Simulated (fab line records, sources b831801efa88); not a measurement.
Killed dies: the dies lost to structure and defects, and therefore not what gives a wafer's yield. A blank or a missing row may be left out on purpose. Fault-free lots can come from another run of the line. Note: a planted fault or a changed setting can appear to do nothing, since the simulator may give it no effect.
One fault seen from 2 desks / flow sky130 / numbers are kept per desk, each desk with only its own; the story behind them comes last

AT THE METROLOGY DESK
What the gauges read, lot by lot, whatever tool the lot ran on: means of the sampled wafers that have a number. The brackets show how far a lot's mean lies from the usual mean; more than 4 standard deviations puts the lot out of limits, marked OUT.
Columns: A = VIA3_OVL at SKY_VIA3_OVL_MEAS_13, usual -1 nm
lot=L915; first seen here=day 39 14:01; A=0
lot=L916; first seen here=day 39 15:10; A=4
lot=L917; first seen here=day 40 09:19; A=2
lot=L920; first seen here=day 41 09:03; A=-2
lot=L921; first seen here=day 41 13:15; A=-2
lot=L929; first seen here=day 43 22:37; A=2
lot=L930; first seen here=day 44 04:17; A=4
lot=L931; first seen here=day 44 10:20; A=-10
lot=L934; first seen here=day 45 00:16; A=-3
lot=L936; first seen here=day 45 05:53; A=-4
lot=L937; first seen here=day 45 17:40; A=3
Finding of this desk: none of the 11 lots has anything out of limits.

THE TOOL OWNER'S DESK: rie diel-04
The tool's own readings at SKY_VIA3_ETCH_15 (etches SiO2 in C4F8/O2/Ar, stops on TiN, target depth 507 nm, time 75.38 s): means of the sampled wafers that have a number, for each lot that ran on this tool. The brackets show how far a lot's mean lies from the usual mean; more than 4 standard deviations puts the lot out of limits, marked OUT.
Columns: A = chamber pressure mTorr at SKY_VIA3_ETCH_15, usual 40.00 mTorr; B = oes product au at SKY_VIA3_ETCH_15, usual 0.965 a.u.
lot=L916; first seen here=day 39 15:14; A=39.99; B=0.963
lot=L917; first seen here=day 40 09:23; A=40.01; B=0.969
lot=L920; first seen here=day 41 09:08; A=39.99; B=0.927 (-8.0) OUT
lot=L921; first seen here=day 41 13:20; A=40.00; B=0.933 (-6.9) OUT
lot=L930; first seen here=day 44 04:22; A=40.03; B=0.965
lot=L934; first seen here=day 45 00:21; A=39.98; B=0.964
lot=L936; first seen here=day 45 05:58; A=40.01; B=0.965
lot=L937; first seen here=day 45 17:45; A=40.01; B=0.971
This desk's finding: out of limits on L920, L921; first on L920, day 41 09:08 (oes product au at SKY_VIA3_ETCH_15). Within limits: L916, L917, L930, L934, L936, L937.

BROUGHT TOGETHER
The tool owner's desk could have raised an alarm at day 41 09:08, on L920, L921.
Nothing out of limits was seen by the metrology desk.
The metrology desk has L920, L921 on record, within its limits.
Of the lots named, all ran SKY_VIA3_ETCH_15 on rie diel-04.

WHAT HAD BEEN PUT IN BY THE SIMULATOR
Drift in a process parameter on rie diel-04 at SKY_VIA3_ETCH_15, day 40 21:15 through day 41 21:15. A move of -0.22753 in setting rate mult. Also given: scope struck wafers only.
Shown lots that were struck: L920, L921.
Each desk's first reading out of limits, in hours after the fault started: the tool owner's desk, 12.
